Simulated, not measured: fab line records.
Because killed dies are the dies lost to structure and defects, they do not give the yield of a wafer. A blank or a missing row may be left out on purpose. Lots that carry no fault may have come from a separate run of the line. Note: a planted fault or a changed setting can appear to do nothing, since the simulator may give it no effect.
Matching of chambers | flow sfq-line | 4 sister chambers for SFQ_TRILAYER_I1_VIA_ETCH_VIA_ETCH_052 on rie-diel-03
The step etches SiO2 in CHF3, stops on Nb, target depth 260 nm. 8 wafers are shown with their chamber, then 7 later ones without.

## WAFERS, EACH WITH ITS CHAMBER
wafer  | chamber | rf-fwd-power-W (W) | oes-product-au (a.u.)
L635.1 | 3       | 499.5              | 0.859
L636.2 | 1       | 498.0              | 0.858
L636.3 | 0       | 499.1              | 0.858
L637.2 | 2       | 500.1              | 0.849
L637.3 | 1       | 501.4              | 0.853
L637.5 | 2       | 501.1              | 0.866
L640.1 | 0       | 496.8              | 0.854
L640.3 | 3       | 495.8              | 0.856

## WAFERS WITHOUT THEIR CHAMBER
wafer  | rf-fwd-power-W (W) | oes-product-au (a.u.)
L640.6 | 498.9              | 0.856
L643.2 | 497.8              | 0.854
L643.5 | 497.0              | 0.851
L643.6 | 499.2              | 0.850
L652.1 | 498.8              | 0.855
L652.4 | 497.5              | 0.856
L652.5 | 496.6              | 0.854

## EACH ONE'S CHAMBER
wafer  | from the rows above               | in truth
L640.6 | can't be placed: 1 or 0 or 3 or 2 | 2
L643.2 | can't be placed: 0 or 3 or 1 or 2 | 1
L643.5 | can't be placed: 0 or 3 or 1 or 2 | 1
L643.6 | can't be placed: 1 or 0 or 2 or 3 | 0
L652.1 | can't be placed: 0 or 1 or 3 or 2 | 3
L652.4 | can't be placed: 0 or 3 or 1 or 2 | 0
L652.5 | can't be placed: 0 or 3 or 1 or 2 | 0
Correct placement for 0 of the 7. Can't be placed from these rows: 7 (the true chamber is among the candidates in 7). Wrongly placed: 0.
How it was worked out, from the rows above alone: a wafer's distance from a chamber is the root of the sum, over the readings, of the square of ((its reading less the chamber's mean) divided by the reading's scatter). If the next closest chamber is less than 2 further off than the closest, the wafer can't be placed; otherwise it belongs to the closest. For every chamber, the mean is computed from those of its wafers that are shown. The scatter: take each reading less its chamber's mean, square it, sum over the shown wafers, divide by the number of wafers less the number of chambers, and take the root.
